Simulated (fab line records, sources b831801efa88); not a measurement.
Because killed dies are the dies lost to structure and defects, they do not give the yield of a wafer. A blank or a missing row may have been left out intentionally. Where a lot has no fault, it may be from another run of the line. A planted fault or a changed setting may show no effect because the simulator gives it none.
fab line records    flow sky130
record lots=5  wafers=14  last_day=50
route steps=708 shown METAL2@497 VIA2@507 METAL3@532 PAD_OPEN@708
lots untouched by any fault: they come from a run of this same line in which no faults occurred
start_h: start of the lot's first displayed wafer, in hours after the record's first day    wait_h: time in hours since the lot's previous step    " the same as in the row above    L1.1+2: one row covering several wafers at once    - either no value or no given start    * or withheld: withheld    < > ~ a bound
route shown NAME@n: NAME is a module with steps in the file, n the number in the route of the first one    usual: mean and standard deviation over wafers with no fault    same: alike in all rows    chamber/n: place in a boat    sites: readings site by site    _std_site: standard deviation across them    _edge_site: the outer-site mean with the inner-site mean subtracted    radius_mm: for every site, how far away it sits from the centre of the wafer    mask NAME#n: copy n    behind: the tool/chamber that last shaped the wafer    hold: why the lot was held/for how many hours/how that ended    device: the n, p or np transistor that did not switch    end of line: tests run on the same wafers once the route is complete    step lacking rows: just its recipe    killed: dies that structure and defects cost at the first sort, which is not the same as the wafer's yield    map: a wafer's dies, x killed, . not, _ none there
set.NAME: the setting that was run; set.NAME@STEP: the one run at that earlier step    model.NAME: the simulator's own value behind a step, which no gauge read
lots at selected steps of the route; one table per step, one row per wafer
services: a tool's chamber out of use, with start hour (start_h, from the record's first day; less than 0 if before it), hours out, and reason
## steps
# step SKY_METAL2_DEVELOP_14
# recipe develop_time_s=60  resist=KrF-thick  dev_temp_c=21
# step SKY_METAL2_CD_MEAS_15
# recipe target_cd_nm=140
# usual cd_nm=139.6/1.1
lot.wafer  tool       chamber  start_h  wait_h  cd_nm
L304.1     cd_sem-01  -        842.39   -       139.7
L304.3     "          -        "        "       139.3
L304.4     "          -        "        "       140.6
L305.3     cd_sem-02  -        847.45   -       139.4
L305.4     "          -        "        "       138.9
L305.5     "          -        "        "       140.6
L309.3     cd_sem-01  -        879.35   -       141.7
L309.6     "          -        "        "       140.2
L317.1     cd_sem-02  -        935.05   -       139.0
L317.2     "          -        "        "       139.9
L317.5     "          -        "        "       139.4
L322.2     cd_sem-01  -        973.87   -       139.6
L322.4     "          -        "        "       138.9
L322.6     "          -        "        "       139.0
# step SKY_METAL2_OVL_MEAS_16
# usual METAL2_OVL=2/5
lot.wafer  tool        chamber  start_h  wait_h  METAL2_OVL[nm]
L304.1     overlay-01  -        842.51   0.1     -7
L304.3     "           -        "        "       3
L304.4     "           -        "        "       2
L305.3     overlay-02  -        847.54   0.1     -1
L305.4     "           -        "        "       -1
L305.5     "           -        "        "       3
L309.3     overlay-02  -        879.45   0.1     0
L309.6     "           -        "        "       0
L317.1     overlay-01  -        935.17   0.1     0
L317.2     "           -        "        "       -3
L317.5     "           -        "        "       -3
L322.2     overlay-02  -        973.97   0.1     0
L322.4     "           -        "        "       8
L322.6     "           -        "        "       6
# step SKY_METAL2_DESCUM_17
# recipe chemistry=O2  source_power_w=150  bias_power_w=0  pressure_mtorr=10  temp_c=40  time_s=8
# usual drypump_motor_current_A=5.7/0.51  oes_product_au=1.001/0.0076  rf_fwd_power_W=147.5/0.84
lot.wafer  tool          chamber  start_h  wait_h  drypump_motor_current_A  oes_product_au  rf_fwd_power_W  rf_hours_counter_h
L304.1     rie_metal-03  0        842.55   0.0     6.2                      1.012           147.6           13
L304.3     "             1        "        "       5.1                      0.999           148.2           -
L304.4     "             0        "        "       6.2                      1.000           146.5           -
L305.3     rie_metal-01  1        847.58   0.0     5.4                      0.991           145.9           -
L305.4     "             0        "        "       5.6                      1.007           149.0           -
L305.5     "             0        "        "       5.6                      1.008           149.5           -
L309.3     rie_metal-02  0        879.48   0.0     5.3                      0.990           147.5           -
L309.6     "             1        "        "       6.5                      1.006           147.3           -
L317.1     rie_metal-03  1        935.20   0.0     5.1                      1.003           147.8           3
L317.2     "             0        "        "       6.2                      1.003           148.6           18
L317.5     "             1        "        "       5.1                      1.009           148.0           -
L322.2     rie_metal-03  0        974.00   0.0     6.2                      0.997           147.7           20
L322.4     "             1        "        "       5.0                      1.003           148.1           -
L322.6     "             0        "        "       6.2                      0.995           147.7           -
# step SKY_METAL2_ETCH_18
# recipe chemistry=N2/H2  target=BARC  ion_energy_ev=200  bias_w=100  pressure_mtorr=30  n2_flow_sccm=100  h2_flow_sccm=200  icp_w=500  stop_on=SiO2  time_s=45.9  target_depth_a=600
# usual drypump_motor_current_A=5.7/0.51  oes_product_au=0.855/0.0045  rf_fwd_power_W=496.0/1.9  throttle_valve_pct=13.224/0.0096
lot.wafer  tool          chamber  start_h  wait_h  drypump_motor_current_A  oes_product_au  rf_fwd_power_W  rf_hours_counter_h  throttle_valve_pct
L304.1     rie_metal-03  0        842.58   0.0     6.2                      0.851           497.3           13                  13.224
L304.3     "             1        "        "       5.0                      0.855           497.7           -                   13.216
L304.4     "             0        "        "       6.2                      0.851           497.6           -                   13.232
L305.3     rie_metal-01  1        847.62   0.0     5.5                      0.856           493.4           -                   13.230
L305.4     "             0        "        "       5.7                      0.851           498.6           -                   13.238
L305.5     "             0        "        "       5.6                      0.846           498.8           -                   13.244
L309.3     rie_metal-02  0        879.52   0.0     5.3                      0.852           499.1           -                   13.226
L309.6     "             1        "        "       6.5                      0.856           495.4           -                   13.247
L317.1     rie_metal-03  1        935.24   0.0     5.0                      0.857           497.3           3                   13.224
L317.2     "             0        "        "       6.2                      0.864           493.5           18                  13.207
L317.5     "             1        "        "       5.1                      0.859           498.0           -                   13.219
L322.2     rie_metal-03  0        974.04   0.0     6.2                      0.852           497.8           20                  13.216
L322.4     "             1        "        "       5.1                      0.858           495.2           -                   13.230
L322.6     "             0        "        "       6.2                      0.860           497.8           -                   13.214
# step SKY_METAL2_METAL_ETCH_19
# recipe target_depth_a=3600  stop_on=SiO2  over_etch_frac=0.3  time_s=78  chemistry=Cl2/BCl3  resist_sidewall_deg=88  pressure_mtorr=10  icp_w=900  bias_w=48.5  Cl2_flow_sccm=60  bcl3_flow_sccm=30
# usual drypump_motor_current_A=5.7/0.51  mfc_cl2_sccm=60.01/0.19  oes_product_au=0.853/0.0054  rf_fwd_power_W=894.3/2.9  throttle_valve_pct=22.264/0.0083
lot.wafer  tool          chamber  start_h  wait_h  drypump_motor_current_A  mfc_cl2_sccm  oes_product_au  rf_fwd_power_W  rf_hours_counter_h  throttle_valve_pct
L304.1     rie_metal-03  0        842.64   0.0     6.2                      60.09         0.853           897.5           14                  22.275
L304.3     "             1        "        "       5.1                      60.02         0.855           891.4           -                   22.267
L304.4     "             0        "        "       6.2                      59.92         0.848           895.9           -                   22.262
L305.3     rie_metal-01  1        847.69   0.1     5.5                      60.38         0.848           886.2           -                   22.279
L305.4     "             0        "        "       5.7                      59.76         0.854           891.4           -                   22.263
L305.5     "             0        "        "       5.7                      59.78         0.863           891.6           -                   22.271
L309.3     rie_metal-02  0        879.59   0.1     5.3                      59.93         0.852           894.8           -                   22.272
L309.6     "             1        "        "       6.5                      59.90         0.850           894.9           -                   22.254
L317.1     rie_metal-03  1        935.30   0.0     5.1                      60.06         0.859           896.0           3                   22.255
L317.2     "             0        "        "       6.2                      60.17         0.857           896.7           18                  22.271
L317.5     "             1        "        "       5.0                      59.98         0.850           895.1           -                   22.271
L322.2     rie_metal-03  0        974.10   0.0     6.2                      60.09         0.853           892.5           20                  22.267
L322.4     "             1        "        "       5.1                      59.95         0.849           894.4           -                   22.259
L322.6     "             0        "        "       6.2                      60.15         0.851           894.6           -                   22.269
# step SKY_METAL2_STRIP_20
# recipe chemistry=O2/N2  power_w=1400  pressure_mtorr=1500  platen_temp_c=withheld  o2_flow_sccm=3000  n2_flow_sccm=300  overash_fraction=0.5
# step SKY_METAL2_STRIP_21
# recipe chemistry=post_etch_residue_remover  time_s=1200  temp_c=72.5
# step SKY_METAL2_CLEAN_22
# recipe chemistry=IPA  time_s=180  temp_c=25
# step SKY_METAL2_CLEAN_23
# recipe chemistry=O3/DIW  dry=n2_spin
# step SKY_VIA2_HDPCVD_00
# recipe material=SiO2  target_thk_nm=1180  sigma_open_frac=0.3  time_s=196.7  temp_c=400  sih4_flow_sccm=60  pressure_mtorr=6
# step SKY_VIA2_THK_MEAS_01
# recipe reads=SiO2_of_VIA2_HDPCVD_00
# usual VIA2_HDPCVD_THK=1181/9.4
lot.wafer  tool           chamber  start_h  wait_h  VIA2_HDPCVD_THK[nm]
L304.1     film_metro-01  -        843.52   0.1     1175
L304.3     "              -        "        "       1185
L304.4     "              -        "        "       1184
L305.3     film_metro-02  -        848.49   0.1     1166
L305.4     "              -        "        "       1178
L305.5     "              -        "        "       1164
L309.3     film_metro-02  -        880.43   0.1     1182
L309.6     "              -        "        "       1189
L317.1     film_metro-03  -        936.11   0.1     1192
L317.2     "              -        "        "       1194
L317.5     "              -        "        "       1181
L322.2     film_metro-01  -        974.92   0.1     1168
L322.4     "              -        "        "       1168
L322.6     "              -        "        "       1168
# step SKY_VIA2_CMP_02
# recipe material=SiO2  down_force_psi=4  platen_rpm=60  pad_velocity_m_s=0.94248
# usual motor_current_A=11.9/1.5
lot.wafer  tool    chamber  start_h  wait_h  motor_current_A  model.SiO2_of_VIA2_HDPCVD_00.thk_nm
L304.4     cmp-01  0        843.58   0.0     9.3              496
L304.1     "       1        "        "       12.7             495.1
L304.3     "       3        "        "       11.1             494.8
L305.3     cmp-01  1        848.53   0.0     12.3             494.4
L305.4     "       2        "        "       10.8             493.9
L305.5     "       1        "        "       13.0             494.7
L309.3     cmp-01  2        880.52   0.1     11.0             494.7
L309.6     "       2        "        "       10.8             618.8
L317.2     cmp-02  2        936.22   0.1     11.6             493.9
L317.1     "       0        "        "       14.6             493.6
L317.5     "       2        "        "       12.2             494.5
L322.2     cmp-01  0        974.97   0.0     9.2              497.1
L322.4     "       1        "        "       12.9             496.5
L322.6     "       1        "        "       12.7             497
# step SKY_VIA2_BOW_MEAS_03
# recipe mode=bow
# usual VIA2_BOW=85/7.3
lot.wafer  tool           chamber  start_h  wait_h  VIA2_BOW[um]
L304.1     film_metro-03  -        843.88   0.2     89
L304.3     "              -        "        "       86
L304.4     "              -        "        "       79
L305.3     film_metro-01  -        848.87   0.3     78
L305.4     "              -        "        "       91
L305.5     "              -        "        "       84
L309.3     film_metro-03  -        880.81   0.2     101
L309.6     "              -        "        "       102
L317.1     film_metro-02  -        936.47   0.1     76
L317.2     "              -        "        "       78
L317.5     "              -        "        "       83
L322.2     film_metro-03  -        975.29   0.3     83
L322.4     "              -        "        "       91
L322.6     "              -        "        "       78
# step SKY_VIA2_DEHYDRATE_04
# recipe temp_c=200  time_s=60
# step SKY_VIA2_HMDS_05
# recipe prime_time_s=60  prime_temp_c=120
# step SKY_VIA2_COAT_06
# recipe resist=BARC  temp_c=withheld  time_s=withheld  spin_rpm=3000  resist_thk_nm=60
# step SKY_VIA2_COAT_07
# recipe resist=KrF-thick  spin_rpm=3000  resist_thk_nm=450
# step SKY_VIA2_SOFTBAKE_08
# recipe temp_c=100  time_s=90  resist=KrF-thick
# step SKY_VIA2_EXPOSE_09
# recipe mask_id=VIM2  na=0.8  source_shape=annular  sigma_inner=0.55  sigma_outer=0.85  target_cd_nm=200  dose_mj=38
# step SKY_VIA2_PEB_10
# recipe peb_temp_c=withheld  peb_time_s=withheld  resist=KrF-thick
# step SKY_VIA2_DEVELOP_11
# recipe develop_time_s=60  resist=KrF-thick  dev_temp_c=21
# step SKY_VIA2_CD_MEAS_12
# recipe target_cd_nm=200
# usual cd_nm=199.8/1.5
lot.wafer  tool       chamber  start_h  wait_h  cd_nm
L304.1     cd_sem-01  -        868.26   -       195.7
L304.3     "          -        "        "       197.7
L304.4     "          -        "        "       197.2
L305.3     cd_sem-02  -        874.58   -       202.1
L305.4     "          -        "        "       202.6
L305.5     "          -        "        "       200.4
L309.3     cd_sem-02  -        906.48   -       197.2
L309.6     "          -        "        "       196.7
L317.1     cd_sem-01  -        961.44   -       200.2
L317.2     "          -        "        "       202.0
L317.5     "          -        "        "       201.8
L322.2     cd_sem-02  -        998.63   -       200.7
L322.4     "          -        "        "       199.6
L322.6     "          -        "        "       199.5
# step SKY_VIA2_OVL_MEAS_13
# usual VIA2_OVL=-1/5
lot.wafer  tool        chamber  start_h  wait_h  VIA2_OVL[nm]
L304.1     overlay-02  -        868.38   0.1     -10
L304.3     "           -        "        "       -1
L304.4     "           -        "        "       -8
L305.3     overlay-02  -        874.67   0.1     -1
L305.4     "           -        "        "       1
L305.5     "           -        "        "       -1
L309.3     overlay-02  -        906.57   0.1     5
L309.6     "           -        "        "       -7
L317.1     overlay-02  -        961.56   0.1     -3
L317.2     "           -        "        "       -1
L317.5     "           -        "        "       -3
L322.2     overlay-02  -        998.74   0.1     0
L322.4     "           -        "        "       0
L322.6     "           -        "        "       4
# step SKY_VIA2_ETCH_14
# recipe chemistry=N2/H2  target=BARC  ion_energy_ev=200  source_w=500  bias_w=100  pressure_mtorr=30  n2_flow_sccm=100  h2_flow_sccm=200  stop_on=SiO2  time_s=45.9  target_depth_a=600
# step SKY_VIA2_ETCH_15
# recipe target=SiO2  chemistry=C4F8/O2/Ar  target_depth_nm=546  stop_on=TiN  mask_material=KrF-thick  source_w=1500  bias_w=1200  pressure_mtorr=40  c4f8_flow_sccm=withheld  O2_flow_sccm=6  Ar_flow_sccm=300  time_s=84
# usual oes_product_au=0.939/0.0046  rf_fwd_power_W=1489/6
lot.wafer  tool         chamber  start_h  wait_h  oes_product_au  rf_fwd_power_W  rf_hours_counter_h  model.etch.depth_nm  model.VIA2.feature_depth_nm
L304.1     rie_diel-01  2        868.46   0.0     0.941           1490            7                   495.1                495.1
L304.3     "            1        "        "       0.942           1474            3                   494.8                494.8
L304.4     "            1        "        "       0.930           1475            -                   496                  496
L305.3     rie_diel-01  2        874.74   0.0     0.937           1481            7                   494.4                494.4
L305.4     "            0        "        "       0.939           1498            -                   493.9                493.9
L305.5     "            1        "        "       0.931           1485            -                   494.7                494.7
L309.3     rie_diel-01  2        906.64   0.0     0.936           1495            8                   494.7                494.7
L309.6     "            0        "        "       1.010           1495            -                   554.1                554.1
L317.1     rie_diel-01  0        961.64   0.0     0.936           1497            8                   493.6                493.6
L317.2     "            3        "        "       0.936           1486            5                   493.9                493.9
L317.5     "            3        "        "       0.936           1491            -                   494.5                494.5
L322.2     rie_diel-01  0        998.81   0.0     0.940           1493            9                   497.1                497.1
L322.4     "            2        "        "       0.940           1488            11                  496.5                496.5
L322.6     "            0        "        "       0.938           1496            -                   497                  497
# step SKY_VIA2_STRIP_16
# recipe chemistry=O2/N2  power_w=1400  pressure_mtorr=1500  platen_temp_c=withheld  o2_flow_sccm=3000  n2_flow_sccm=300  overash_fraction=0.5
# step SKY_VIA2_STRIP_17
# recipe chemistry=post_etch_residue_remover  time_s=1200  temp_c=72.5
# step SKY_VIA2_CLEAN_18
# recipe chemistry=IPA  time_s=180  temp_c=25
# step SKY_VIA2_CLEAN_19
# recipe chemistry=O3/DIW  dry=n2_spin
# step SKY_VIA2_SPUTTER_20
# recipe material=TiN  target_thk_nm=20  chamber_pressure_pa=5  power_w=4000  time_s=80
# usual cathode_dc_power_W=4000.0/0.66  chamber_pressure_pa=5.000/0.009  throttle_valve_pct=30.4/0.82
lot.wafer  tool            chamber  start_h  wait_h  cathode_dc_power_W  chamber_pressure_pa  throttle_valve_pct
L304.1     pvd_sputter-03  -        869.11   0.0     4000.0              4.992                31.0
L304.3     "               -        "        "       3999.7              5.002                30.1
L304.4     "               -        "        "       4001.1              4.995                30.9
L305.3     pvd_sputter-02  -        875.39   0.0     3999.4              5.007                30.2
L305.4     "               -        "        "       3998.8              4.999                29.2
L305.5     "               -        "        "       3999.5              5.017                30.5
L309.3     pvd_sputter-04  -        907.30   0.0     4000.1              5.019                29.3
L309.6     "               -        "        "       3999.6              5.006                29.1
L317.1     pvd_sputter-04  -        962.29   0.0     3999.8              5.004                31.2
L317.2     "               -        "        "       3999.7              5.005                31.9
L317.5     "               -        "        "       4002.0              4.999                29.1
L322.2     pvd_sputter-03  -        999.50   0.0     3999.9              4.995                30.6
L322.4     "               -        "        "       3999.9              4.985                30.8
L322.6     "               -        "        "       4000.5              5.018                30.3
# step SKY_VIA2_CVD_21
# recipe material=W  target_thk_nm=420  time_s=126.4  temp_c=400  pressure_torr=40
# step SKY_VIA2_CMP_24
# recipe stop_on=SiO2  t_overpolish_s=20  down_force_psi=3.5  platen_rpm=60  target_thk_nm=0  pad_velocity_m_s=0.94248
# usual motor_current_A=11.0/1.3
lot.wafer  tool    chamber  start_h  wait_h  motor_current_A  model.SiO2_of_VIA2_HDPCVD_00.thk_nm
L304.4     cmp-02  1        869.49   0.0     10.0             491.6
L304.1     "       2        "        "       10.7             490.7
L304.3     "       0        "        "       13.0             490.4
L305.3     cmp-02  0        875.76   0.0     13.3             490
L305.4     "       3        "        "       11.0             489.5
L305.5     "       0        "        "       13.4             490.3
L309.3     cmp-02  2        907.82   0.2     11.2             490.3
L309.6     "       3        "        "       11.3             614.4
L317.2     cmp-02  2        962.89   0.3     11.0             489.5
L317.1     "       3        "        "       11.3             489.2
L317.5     "       1        "        "       10.9             490.1
L322.2     cmp-02  3        999.93   0.1     10.6             492.7
L322.4     "       0        "        "       13.8             492.1
L322.6     "       3        "        "       11.6             492.6
# step SKY_METAL3_SPUTTER_00
# recipe material=Ti  target_thk_nm=15  power_w=3000  time_s=10  chamber_pressure_pa=0.4
# usual cathode_dc_power_W=3000.0/0.54  chamber_pressure_pa=0.3999/0.00072  throttle_valve_pct=30.1/0.52
lot.wafer  tool            chamber  start_h  wait_h  cathode_dc_power_W  chamber_pressure_pa  throttle_valve_pct
L304.1     pvd_sputter-02  -        869.79   0.2     3000.4              0.4006               29.9
L304.3     "               -        "        "       3000.3              0.4003               29.6
L304.4     "               -        "        "       3000.1              0.4011               29.5
L305.3     pvd_sputter-03  -        876.06   0.2     2999.0              0.4013               30.9
L305.4     "               -        "        "       3000.0              0.3999               30.9
L305.5     "               -        "        "       2999.6              0.4010               31.3
L309.3     pvd_sputter-02  -        907.97   0.1     3000.0              0.3990               29.4
L317.1     pvd_sputter-03  -        963.14   0.1     2999.2              0.4000               30.5
L317.2     "               -        "        "       2999.9              0.4000               30.2
L317.5     "               -        "        "       3000.7              0.4010               30.2
L322.2     pvd_sputter-03  -        1000.18  0.2     2999.9              0.4006               30.9
L322.4     "               -        "        "       3000.3              0.4011               30.4
L322.6     "               -        "        "       2999.7              0.4003               30.8
# step SKY_METAL3_SPUTTER_01
# recipe material=TiN  target_thk_nm=20  power_w=6500  time_s=16.7  chamber_pressure_pa=0.4
# usual cathode_dc_power_W=6500.1/1.1  chamber_pressure_pa=0.4001/0.00088  throttle_valve_pct=30.2/0.52
lot.wafer  tool            chamber  start_h  wait_h  cathode_dc_power_W  chamber_pressure_pa  throttle_valve_pct
L304.1     pvd_sputter-02  -        869.81   0.0     6500.8              0.4002               30.2
L304.3     "               -        "        "       6502.3              0.3993               29.9
L304.4     "               -        "        "       6501.1              0.4004               29.4
L305.3     pvd_sputter-03  -        876.09   0.0     6499.9              0.4000               31.0
L305.4     "               -        "        "       6499.8              0.3981               31.1
L305.5     "               -        "        "       6500.2              0.3993               30.9
L309.3     pvd_sputter-02  -        907.99   0.0     6498.8              0.3999               29.8
L317.1     pvd_sputter-03  -        963.16   0.0     6498.9              0.4013               30.7
L317.2     "               -        "        "       6501.3              0.4007               30.3
L317.5     "               -        "        "       6501.4              0.4005               30.2
L322.2     pvd_sputter-03  -        1000.20  0.0     6502.0              0.4012               30.7
L322.4     "               -        "        "       6498.0              0.3992               30.8
L322.6     "               -        "        "       6501.5              0.3987               30.9
# step SKY_METAL3_SPUTTER_02
# recipe material=AlCu  target_thk_nm=735  power_w=10600  time_s=39.1  chamber_pressure_pa=0.4
# usual cathode_dc_power_W=10600/2.1  chamber_pressure_pa=0.4000/0.00078  throttle_valve_pct=30.1/0.55
lot.wafer  tool            chamber  start_h  wait_h  cathode_dc_power_W  chamber_pressure_pa  throttle_valve_pct
L304.1     pvd_sputter-02  -        869.83   0.0     10598               0.3991               30.0
L304.3     "               -        "        "       10603               0.4003               29.8
L304.4     "               -        "        "       10600               0.3991               29.6
L305.3     pvd_sputter-03  -        876.11   0.0     10599               0.3995               30.9
L305.4     "               -        "        "       10598               0.3990               31.0
L305.5     "               -        "        "       10601               0.3984               31.1
L309.3     pvd_sputter-02  -        908.02   0.0     10598               0.4016               29.7
L317.1     pvd_sputter-03  -        963.19   0.0     10601               0.4008               30.6
L317.2     "               -        "        "       10600               0.3995               30.1
L317.5     "               -        "        "       10598               0.4003               29.9
L322.2     pvd_sputter-03  -        1000.22  0.0     10603               0.4004               30.8
L322.4     "               -        "        "       10601               0.4002               30.5
L322.6     "               -        "        "       10600               0.3995               30.7
# step SKY_PAD_OPEN_PROBE_99
lot.wafer   tool       chamber  start_h  wait_h  model.etest.nfet_g5v0d10v5.under_floor  model.etest.tip_sonos.open  model.etest.diode_ndiff_pwell.under_floor  model.etest.li_comb.under_floor  model.etest.nfet_01v8_turned.under_floor  model.etest.pfet_01v8_hvt.under_floor  model.etest.res_pdiff.open  model.etest.sram_pfet_latch.open
L304.1+3+4  prober-01  -        1092.21  0.1     0                                       0                           0                                          0                                0                                         0                                      0                           0
L305.3+4+5  prober-02  -        1095.12  0.2     0                                       0                           0                                          0                                0                                         0                                      0                           0
L309.3      prober-01  -        1120.97  0.2     0                                       0                           0                                          0                                0                                         0                                      0                           0
L309.6      prober-01  -        1121.12  0.2     1                                       1                           1                                          1                                1                                         1                                      1                           1
L317.1+2+5  prober-01  -        1164.52  0.1     0                                       0                           0                                          0                                0                                         0                                      0                           0
L322.2+4+6  prober-02  -        1189.85  0.1     0                                       0                           0                                          0                                0                                         0                                      0                           0
# killed by level:class
L304.1 CONTACT:geometric_particle:open=15 VIA1:geometric_particle:open=12 LI_CONTACT:geometric_particle:open=8 METAL2:geometric_particle:short=7 METAL3:geometric_particle:short=6 POLY_GATE:geometric_particle:short=5 POLY_GATE:geometric_particle:open=5 METAL1:geometric_particle:short=5
L304.3 VIA1:geometric_particle:open=7 POLY_GATE:geometric_particle:short=6 METAL1:geometric_particle:short=6 LOCAL_INTERCONNECT:geometric_particle:short=6 CONTACT:geometric_particle:short=6 VIA2:geometric_particle:open=6 FIELD_ISO:geometric_particle:open=5 CONTACT:geometric_particle:open=5
L304.4 CONTACT:geometric_particle:open=9 VIA1:geometric_particle:open=9 METAL2:geometric_particle:short=8 VIA3:geometric_particle:open=8 CONTACT:geometric_particle:short=7 LOCAL_INTERCONNECT:geometric_particle:short=7 LI_CONTACT:geometric_particle:open=5 METAL1:geometric_particle:short=4
L305.3 VIA3:geometric_particle:open=9 CONTACT:geometric_particle:open=8 FIELD_ISO:geometric_particle:short=7 METAL2:geometric_particle:short=6 LI_CONTACT:geometric_particle:open=5 CONTACT:geometric_particle:short=5 METAL1:geometric_particle:short=4 POLY_GATE:geometric_particle:short=3
L305.4 CONTACT:geometric_particle:open=12 VIA3:geometric_particle:open=12 VIA2:geometric_particle:open=8 LI_CONTACT:geometric_particle:open=7 VIA1:geometric_particle:short=7 VIA1:geometric_particle:open=6 METAL2:geometric_particle:short=5 CONTACT:geometric_particle:short=5
L305.5 CONTACT:geometric_particle:open=11 VIA1:geometric_particle:open=11 METAL2:geometric_particle:short=9 CONTACT:geometric_particle:short=7 VIA3:geometric_particle:open=7 VIA1:geometric_particle:short=6 VIA3:geometric_particle:short=6 FIELD_ISO:geometric_particle:short=4
L317.1 METAL1:geometric_particle:short=10 LI_CONTACT:geometric_particle:open=8 VIA1:geometric_particle:open=7 VIA3:geometric_particle:open=6 VIA3:geometric_particle:short=5 METAL2:geometric_particle:short=5 FIELD_ISO:geometric_particle:short=4 POLY_GATE:geometric_particle:open=4
L317.2 VIA2:geometric_particle:open=10 METAL1:geometric_particle:short=10 VIA1:geometric_particle:open=9 LI_CONTACT:geometric_particle:open=6 CONTACT:geometric_particle:open=6 METAL3:geometric_particle:short=6 CONTACT:geometric_particle:short=5 VIA1:geometric_particle:short=5
L317.5 VIA1:geometric_particle:open=14 CONTACT:geometric_particle:short=8 CONTACT:geometric_particle:open=8 LI_CONTACT:geometric_particle:open=7 VIA2:geometric_particle:open=7 VIA2:geometric_particle:short=6 FIELD_ISO:geometric_particle:open=5 FIELD_ISO:geometric_particle:short=4
L322.2 VIA2:geometric_particle:open=14 CONTACT:geometric_particle:open=11 VIA1:geometric_particle:open=11 FIELD_ISO:geometric_particle:open=6 CONTACT:geometric_particle:short=6 LI_CONTACT:geometric_particle:open=6 VIA1:geometric_particle:short=6 FIELD_ISO:geometric_particle:short=5
L322.4 CONTACT:geometric_particle:open=11 FIELD_ISO:geometric_particle:short=6 METAL1:geometric_particle:short=6 LOCAL_INTERCONNECT:geometric_particle:short=6 VIA1:geometric_particle:open=6 POLY_GATE:geometric_particle:short=5 CONTACT:geometric_particle:short=5 VIA2:geometric_particle:open=5
L322.6 CONTACT:geometric_particle:open=10 VIA1:geometric_particle:open=10 VIA2:geometric_particle:open=10 VIA3:geometric_particle:open=8 FIELD_ISO:geometric_particle:open=7 FIELD_ISO:geometric_particle:short=7 LI_CONTACT:geometric_particle:open=7 CONTACT:geometric_particle:short=6
## services
tool            chamber  start_h  hours  kind
pvd_sputter-02  -        828.23   4.8    repair
pvd_sputter-02  -        836.78   1.7    repair
pvd_sputter-02  -        838.46   6.8    repair
rie_diel-01     3        852.59   22.6   repair
rie_metal-02    -        861.35   2.8    pm
rie_metal-03    -        878.92   0.6    repair
rie_diel-01     1        882.89   10.8   repair
pvd_sputter-03  -        885.50   1.1    repair
cmp-02          -        900.61   0.4    repair
cmp-02          -        905.78   0.4    repair
cmp-01          -        911.84   3.5    repair
cmp-01          -        915.38   4.0    pm
cmp-01          -        923.43   2.0    repair
rie_metal-03    1        923.81   2.9    repair
cmp-01          -        925.44   12.0   pm
rie_metal-03    -        930.27   2.8    pm
pvd_sputter-02  -        942.03   25.1   repair
cmp-02          -        942.89   0.4    repair
rie_metal-01    -        946.37   10.0   pm
rie_diel-01     1        956.09   9.2    repair
cmp-01          -        957.73   1.6    repair
cmp-01          -        959.40   9.4    pm
rie_metal-01    -        970.27   15.6   pm
cmp-01          -        991.48   0.4    repair
## key
first_sign step=SKY_VIA2_ETCH_15  reading=oes_product_au  direction=up  sigmas=15  usual=0.939  struck=1.010
effect step=SKY_METAL3_SPUTTER_00  reading=visit  direction=missing
effect step=SKY_METAL3_SPUTTER_01  reading=visit  direction=missing
effect step=SKY_METAL3_SPUTTER_02  reading=visit  direction=missing
model_effect step=SKY_VIA2_CMP_02  value=SiO2_of_VIA2_HDPCVD_00.thk_nm  without=495  struck=618.8
model_effect step=SKY_VIA2_ETCH_15  value=etch.depth_nm  without=495  struck=554.1
model_effect step=SKY_VIA2_CMP_24  value=SiO2_of_VIA2_HDPCVD_00.thk_nm  without=490.6  struck=614.4
model_effect step=SKY_PAD_OPEN_PROBE_99  value=etest.nfet_g5v0d10v5.under_floor  without=0  struck=1
met_at SKY_VIA2_CMP_02
struck_wafers L309.6
later_rows_left_out L309.6
sort_left_out L309.6
onset_between 848.53 880.52
fault kind=process_parameter_drift  tool=cmp-01  chamber=-  onset_h=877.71  steps=SKY_VIA2_CMP_02  channel=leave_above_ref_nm  offset=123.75  shape=step  end_h=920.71  scope=struck_wafers_only  acts_in=these_recipes_only  stated=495
# sort_left_out: the simulated sort isn't trusted on such a fault, so these wafers' sort isn't shown, and their yield isn't known
# later_rows_left_out: the simulator's readings of these wafers behind a module that went badly wrong aren't trusted and aren't shown, but for the sort
